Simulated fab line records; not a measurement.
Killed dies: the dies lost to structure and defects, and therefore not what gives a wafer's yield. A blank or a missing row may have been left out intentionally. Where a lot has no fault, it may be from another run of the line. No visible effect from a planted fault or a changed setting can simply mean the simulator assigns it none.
fab line records	flow sky130
record: lots: 13	wafers: 39	last_day: 50
route steps=708 shown VT_ADJUST_PCH@152 METAL3@565 VIA3@575 CAP2M@615 PAD_OPEN@708
lots that met no fault: from a run of the same line without faults
start_h: hours from the record's opening day to when the first of the lot's shown wafers began	wait_h: how many hours have passed since the lot's step before this one	" same as the row above	L1.1+2: several wafers, shown together as one row	- no value, or no start was given	* or withheld: withheld	< > ~ a bound
route shown NAME@n: NAME is a module with steps in the file, n the number in the route of the first one	usual: the fault-free wafers' mean and standard deviation	same: alike in all rows	chamber/n: place in a boat	sites: the reading at each site	_std_site: the values' standard deviation	_edge_site: the outer-site mean with the inner-site mean subtracted	radius_mm: for every site, how far away it sits from the centre of the wafer	mask NAME#n: copy n	behind: the last tool/chamber to shape the wafer	hold: the reason the lot was held/the length of the hold in hours/how it ended	device: whichever transistor did not switch (one of n, p or np)	end of line: the tests these same wafers got at the end of their route	a step with no rows: only its recipe	killed: count of dies lost to structure and defects at first sort (not the wafer's yield)	map: dies across one wafer; x = killed, . = not, _ = none there
set.NAME: the setting that was run; set.NAME@STEP: the one run at that earlier step	model.NAME: the simulator's own value behind a step, which no gauge read
the route's steps for a sample of lots (tables are steps, rows are wafers)
services: when a tool's chamber went out of use (start_h, in hours from the record's first day, below 0 if earlier), for how many hours, and the reason
== steps ==
step: SKY_VT_ADJUST_PCH_STRIP_09
recipe: chemistry: O2/N2	power_w: 1400	pressure_mtorr: 1500	platen_temp_c: withheld	o2_flow_sccm: 3000	n2_flow_sccm: 300	overash_fraction: 0.5
usual: drypump_motor_current_A: 5.8/0.4	oes_product_au: 0.723/0.0045	strip_time_to_endpoint_s: 36.92/0.087
lot.wafer	tool	chamber	start_h	wait_h	drypump_motor_current_A	oes_product_au	rf_hours_counter_h	strip_time_to_endpoint_s
L923.1	plasma_asher-01	0	225.61	0.1	6.5	0.723	54	36.99
L923.3	"	0	"	"	6.5	0.727	-	36.84
L923.4	"	1	"	"	6.0	0.718	-	36.93
L924.4	plasma_asher-02	0	226.39	0.1	5.2	0.727	-	37.02
L924.5	"	1	"	"	6.1	0.714	-	37.04
L924.6	"	0	"	"	5.2	0.720	-	36.93
L926.1	plasma_asher-02	1	243.70	0.1	6.1	0.729	59	36.80
L926.3	"	0	"	"	5.2	0.717	-	36.81
L926.4	"	1	"	"	6.1	0.728	-	36.82
L928.3	plasma_asher-01	1	265.01	0.1	6.0	0.721	-	36.88
L928.4	"	0	"	"	6.5	0.724	-	36.82
L928.6	"	1	"	"	6.0	0.727	-	36.85
L929.1	plasma_asher-02	1	270.28	0.1	6.1	0.728	61	36.91
L929.3	"	1	"	"	6.1	0.725	-	36.82
L929.6	"	0	"	"	5.3	0.715	-	36.94
L930.3	plasma_asher-02	1	282.04	0.1	6.1	0.726	-	36.97
L930.4	"	0	"	"	5.3	0.719	-	36.92
L930.6	"	0	"	"	5.2	0.726	-	36.98
L931.4	plasma_asher-03	1	288.74	0.1	5.6	0.721	-	36.86
L931.5	"	0	"	"	5.7	0.720	-	36.90
L931.6	"	1	"	"	5.7	0.722	-	36.84
L932.1	plasma_asher-02	0	296.85	0.1	5.2	0.725	64	37.14
L932.2	"	1	"	"	6.1	0.722	64	37.07
L932.4	"	1	"	"	6.1	0.724	-	37.14
L933.2	plasma_asher-03	0	303.43	0.1	5.7	0.727	43	36.88
L933.5	"	0	"	"	5.7	0.714	-	36.93
L933.6	"	1	"	"	5.7	0.725	-	36.81
L934.1	plasma_asher-02	1	306.61	0.1	6.1	0.724	65	36.93
L934.4	"	0	"	"	5.3	0.719	-	36.90
L934.6	"	1	"	"	6.1	0.719	-	36.84
L935.3	plasma_asher-02	0	317.78	0.1	5.2	0.720	-	36.86
L935.4	"	1	"	"	6.1	0.731	-	36.84
L935.6	"	1	"	"	6.1	0.730	-	36.81
L943.1	plasma_asher-03	1	381.13	0.1	5.7	0.730	51	36.86
L943.4	"	1	"	"	5.7	0.720	-	36.95
L943.6	"	0	"	"	5.7	0.718	-	36.91
L945.1	plasma_asher-03	1	407.16	0.1	5.7	0.718	53	36.99
L945.3	"	1	"	"	5.7	0.720	-	37.01
L945.4	"	0	"	"	5.7	0.726	-	36.99
step: SKY_METAL3_DESCUM_15
recipe: chemistry: O2	source_power_w: 150	bias_power_w: 0	pressure_mtorr: 10	temp_c: 40	time_s: 8
usual: drypump_motor_current_A: 6.0/0.34	oes_product_au: 0.998/0.0089
lot.wafer	tool	chamber	start_h	wait_h	drypump_motor_current_A	oes_product_au	rf_hours_counter_h
L923.1	rie_metal-04	0	900.83	0.0	6.0	0.984	10
L923.3	"	1	"	"	5.4	0.988	-
L923.4	"	0	"	"	5.9	0.979	-
L924.4	rie_metal-04	0	902.14	0.0	5.9	0.988	-
L924.5	"	1	"	"	5.5	0.994	-
L924.6	"	0	"	"	6.0	0.988	-
L926.1	rie_metal-04	1	926.63	0.0	5.5	1.009	11
L926.3	"	1	"	"	5.5	1.001	-
L926.4	"	0	"	"	5.9	0.981	-
L928.3	rie_metal-01	0	937.99	0.0	6.3	1.003	-
L928.4	"	1	"	"	6.4	0.994	-
L928.6	"	0	"	"	6.4	0.998	-
L929.1	rie_metal-03	0	945.33	0.0	6.2	0.997	7
L929.3	"	0	"	"	6.2	0.991	-
L929.6	"	0	"	"	6.2	0.997	-
L930.3	rie_metal-01	1	957.69	0.0	6.5	0.999	-
L930.4	"	0	"	"	6.4	0.995	-
L930.6	"	0	"	"	6.4	1.007	-
L931.4	rie_metal-03	0	958.24	0.0	6.2	0.999	-
L931.5	"	1	"	"	5.9	0.999	-
L931.6	"	0	"	"	6.2	0.993	-
L932.1	rie_metal-03	0	971.00	0.0	6.2	0.992	8
L932.2	"	1	"	"	5.9	1.001	10
L932.4	"	1	"	"	5.9	0.999	-
L934.1	rie_metal-01	1	979.68	0.0	6.4	0.995	13
L934.4	"	0	"	"	6.4	1.005	-
L934.6	"	0	"	"	6.4	1.001	-
L933.2	rie_metal-01	0	980.35	0.0	6.4	0.997	20
L933.5	"	0	"	"	6.4	1.008	-
L933.6	"	1	"	"	6.4	1.008	-
L935.3	rie_metal-01	0	985.09	0.0	6.4	0.999	-
L935.4	"	1	"	"	6.4	1.003	-
L935.6	"	1	"	"	6.4	0.991	-
L943.1	rie_metal-04	0	1037.18	0.0	6.0	0.984	17
L943.4	"	0	"	"	6.0	0.986	-
L943.6	"	1	"	"	5.5	0.998	-
L945.1	rie_metal-04	1	1069.95	0.0	5.4	0.996	18
L945.3	"	1	"	"	5.5	1.005	-
L945.4	"	0	"	"	5.9	0.983	-
step: SKY_VIA3_CMP_02
recipe: material: SiO2	down_force_psi: 4	platen_rpm: 60	pad_velocity_m_s: 0.94248
usual: edge_zone_pressure_frac: 1.000/0.005	motor_current_A: 11.8/1	platen_rpm: 60.00/0.037	slurry_flow_ml_min: 150.0/0.44
lot.wafer	tool	chamber	start_h	wait_h	edge_zone_pressure_frac	motor_current_A	platen_rpm	slurry_flow_ml_min
L923.1	cmp-02	0	901.98	0.1	1.010	13.4	60.03	150.0
L923.3	"	1	"	"	0.989	12.5	60.03	150.0
L923.4	"	2	"	"	1.001	12.6	60.00	149.6
L924.4	cmp-01	3	903.43	0.2	0.997	11.6	60.04	150.9
L924.5	"	0	"	"	0.997	12.5	60.03	150.2
L924.6	"	1	"	"	0.999	12.1	60.00	150.5
L926.3	cmp-01	0	927.87	0.1	1.003	11.2	60.00	150.7
L926.4	"	1	"	"	1.001	11.5	60.00	150.7
L926.1	"	2	"	"	1.004	11.5	60.00	149.9
L928.4	cmp-01	3	939.20	0.0	0.997	11.8	60.05	150.0
L928.3	"	2	"	"	1.006	11.1	60.03	149.5
L928.6	"	0	"	"	1.006	11.3	59.99	149.9
L929.3	cmp-01	1	946.62	0.1	1.010	11.7	60.03	151.1
L929.1	"	2	"	"	1.004	11.3	60.01	149.4
L929.6	"	0	"	"	1.007	11.6	60.02	150.2
L930.4	cmp-02	3	958.83	0.0	0.999	9.7	60.02	149.8
L930.3	"	1	"	"	0.991	12.5	60.00	149.9
L930.6	"	3	"	"	1.002	9.8	60.00	149.9
L931.4	cmp-02	0	959.47	0.1	0.999	13.2	60.02	149.2
L931.5	"	2	"	"	0.998	12.0	60.03	150.1
L931.6	"	3	"	"	0.999	9.9	60.08	149.9
L932.1	cmp-01	3	972.20	0.1	0.999	11.5	60.01	149.9
L932.2	"	0	"	"	1.004	11.9	59.94	150.3
L932.4	"	1	"	"	1.004	11.7	59.99	150.1
L934.1	cmp-01	0	980.95	0.1	0.997	11.6	59.99	150.0
L934.4	"	1	"	"	0.988	11.4	60.01	150.1
L934.6	"	0	"	"	0.999	11.1	59.96	150.3
L933.2	cmp-01	0	982.00	0.5	1.000	11.6	60.00	150.2
L933.5	"	1	"	"	1.000	11.8	60.01	150.2
L933.6	"	2	"	"	1.005	11.7	60.01	149.4
L935.4	cmp-01	1	986.35	0.1	0.997	11.6	59.98	149.7
L935.3	"	2	"	"	1.000	11.9	60.03	149.7
L935.6	"	1	"	"	0.999	12.2	60.01	150.5
L943.1	cmp-02	2	1038.60	0.3	0.995	12.7	59.99	150.5
L943.4	"	3	"	"	1.003	10.0	59.97	150.1
L943.6	"	1	"	"	1.002	13.1	60.00	150.2
L945.3	cmp-01	1	1071.10	0.0	0.999	11.3	59.96	149.5
L945.1	"	2	"	"	1.002	11.1	59.97	150.2
L945.4	"	0	"	"	1.003	11.8	59.93	149.8
step: SKY_CAP2M_OVL_MEAS_12
usual: CAP2M_OVL: -0.2/1.2
lot.wafer	tool	chamber	start_h	wait_h	CAP2M_OVL[nm]
L923.1	overlay-01	-	953.02	0.1	-0.6
L923.3	"	-	"	"	0.0
L923.4	"	-	"	"	-1.8
L924.4	overlay-02	-	953.64	0.1	1.1
L924.5	"	-	"	"	0.5
L924.6	"	-	"	"	-0.9
L926.1	overlay-01	-	977.76	0.1	-1.1
L926.3	"	-	"	"	0.7
L926.4	"	-	"	"	0.1
L928.3	overlay-01	-	988.77	0.1	-1.5
L928.4	"	-	"	"	-1.2
L928.6	"	-	"	"	-4.2
L929.1	overlay-02	-	994.28	0.1	0.4
L929.3	"	-	"	"	-0.5
L929.6	"	-	"	"	0.7
L930.3	overlay-02	-	1008.04	0.1	0.3
L930.4	"	-	"	"	1.4
L930.6	"	-	"	"	0.6
L931.4	overlay-01	-	1008.34	0.1	1.2
L931.5	"	-	"	"	-0.3
L931.6	"	-	"	"	-2.1
L932.1	overlay-01	-	1020.01	0.1	-0.3
L932.2	"	-	"	"	-4.4
L932.4	"	-	"	"	0.6
L934.1	overlay-01	-	1028.97	0.1	0.0
L934.4	"	-	"	"	-0.9
L934.6	"	-	"	"	0.0
L933.2	overlay-01	-	1030.17	0.1	1.4
L933.5	"	-	"	"	2.0
L933.6	"	-	"	"	0.8
L935.3	overlay-02	-	1033.43	0.1	1.2
L935.4	"	-	"	"	0.4
L935.6	"	-	"	"	1.5
L943.1	overlay-02	-	1083.32	0.1	-0.2
L943.4	"	-	"	"	-1.7
L943.6	"	-	"	"	-0.8
L945.1	overlay-01	-	1113.41	0.1	1.1
L945.3	"	-	"	"	-1.0
L945.4	"	-	"	"	0.8
step: SKY_PAD_OPEN_PROBE_99
usual: killed_at_M0_to_M3: 44/7.5	killed_at_M4_up: 3.1/1.7	killed_at_contacts: 24/6.2	killed_at_front_end: 15/4.2	killed_at_other: 0.4/0.58	killed_dies: 85/10	killed_open: 47/7.7	killed_short: 38/6.4
same: gross_dies: 492	killed_at_back_side: 0
lot.wafer	tool	chamber	start_h	wait_h	killed_at_M0_to_M3	killed_at_M4_up	killed_at_contacts	killed_at_front_end	killed_at_other	killed_dies	killed_open	killed_short
L943.1	prober-01	-	1183.29	0.1	35	3	17	64	0	119	40	29
L943.4	prober-01	-	1183.44	0.2	33	2	18	62	0	115	35	30
L943.6	prober-01	-	1183.54	0.2	44	2	25	16	0	87	46	41
L945.1	prober-01	-	1205.53	0.1	41	2	17	70	0	130	35	35
L945.3	prober-01	-	1205.63	0.2	42	3	17	67	0	129	44	37
L945.4	prober-01	-	1205.68	0.2	50	4	29	14	0	97	54	43
killed by level:class
L943.1 VT_ADJUST_PCH:unspecified=50 VIA3:geometric_particle:open=7 LI_CONTACT:geometric_particle:open=6 VIA1:geometric_particle:open=6 FIELD_ISO:geometric_particle:short=5 POLY_GATE:geometric_particle:open=4 LOCAL_INTERCONNECT:geometric_particle:short=4 CONTACT:geometric_particle:open=4
L943.4 VT_ADJUST_PCH:unspecified=49 VIA1:geometric_particle:open=9 CONTACT:geometric_particle:open=8 METAL1:geometric_particle:short=5 LI_CONTACT:geometric_particle:open=4 CONTACT:geometric_particle:short=4 VIA2:geometric_particle:open=4 FIELD_ISO:geometric_particle:open=3
L943.6 CONTACT:geometric_particle:open=10 VIA1:geometric_particle:open=9 VIA3:geometric_particle:open=7 CONTACT:geometric_particle:short=6 VIA1:geometric_particle:short=6 FIELD_ISO:geometric_particle:short=5 METAL2:geometric_particle:short=5 POLY_GATE:geometric_particle:open=4
L945.1 VT_ADJUST_PCH:unspecified=59 VIA1:geometric_particle:open=13 VIA1:geometric_particle:short=8 CONTACT:geometric_particle:open=7 METAL2:geometric_particle:short=5 FIELD_ISO:geometric_particle:short=4 VIA3:geometric_particle:open=4 FIELD_ISO:geometric_particle:open=3
L945.3 VT_ADJUST_PCH:unspecified=46 CONTACT:geometric_particle:open=9 VIA1:geometric_particle:open=9 METAL1:geometric_particle:short=6 METAL2:geometric_particle:short=6 FIELD_ISO:geometric_particle:short=5 POLY_GATE:geometric_particle:open=5 VIA3:geometric_particle:open=5
L945.4 VIA1:geometric_particle:open=21 CONTACT:geometric_particle:open=12 CONTACT:geometric_particle:short=6 METAL2:geometric_particle:short=6 FIELD_ISO:geometric_particle:short=4 FIELD_ISO:geometric_particle:open=4 POLY_GATE:geometric_particle:short=4 LI_CONTACT:geometric_particle:open=4
== services ==
tool	chamber	start_h	hours	kind
cmp-01	-	222.23	19.4	pm
plasma_asher-02	-	247.41	0.4	repair
cmp-01	-	256.73	6.1	repair
cmp-01	-	288.42	7.4	pm
cmp-01	-	365.84	4.2	pm
cmp-01	-	371.23	0.6	repair
cmp-01	-	379.21	8.7	repair
cmp-01	-	404.17	4.0	pm
cmp-01	-	483.80	2.7	repair
cmp-01	-	490.06	0.8	repair
cmp-01	-	535.53	1.2	repair
plasma_asher-02	-	559.36	14.6	pm
cmp-01	-	657.60	3.7	pm
cmp-01	-	666.83	2.2	repair
cmp-01	-	702.38	3.8	repair
cmp-01	-	710.16	1.8	repair
cmp-01	-	744.17	4.0	pm
cmp-01	-	799.99	0.9	repair
cmp-01	-	873.83	3.1	repair
cmp-01	-	984.86	1.3	repair
cmp-01	-	1021.88	10.0	pm
cmp-01	-	1031.91	7.1	pm
cmp-01	-	1039.96	1.6	repair
cmp-01	-	1064.15	0.2	repair
== key ==
first_sign: step: SKY_PAD_OPEN_PROBE_99	reading: killed_at_front_end	direction: up	sigmas: 12	usual: 15	struck: 66
effect: step: SKY_PAD_OPEN_PROBE_99	reading: killed_dies	direction: up	sigmas: 3.7	usual: 85	struck: 123
met_at SKY_VT_ADJUST_PCH_STRIP_09
struck_lots L943,L945
struck_wafers L943.1,L943.4,L945.1,L945.3
tester_left_out L943,L945
not_acting_at SKY_METAL3_DESCUM_15,SKY_VIA3_CMP_02,SKY_CAP2M_OVL_MEAS_12
onset_between 303.43 381.13
fault: kind: chamber_particle_source	tool: plasma_asher-03	chamber: 1	onset_h: 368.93	steps: SKY_VT_ADJUST_PCH_STRIP_09	rate_per_visit_cm2: 0.83811	end_h: 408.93
tester_left_out: of these lots the tester's yield and bins aren't shown, on N5 and GAA mostly nor the transistor test; their killed dies are dies lost to structure and defects alone, not to doping, threshold or leakage, so they don't give the yield
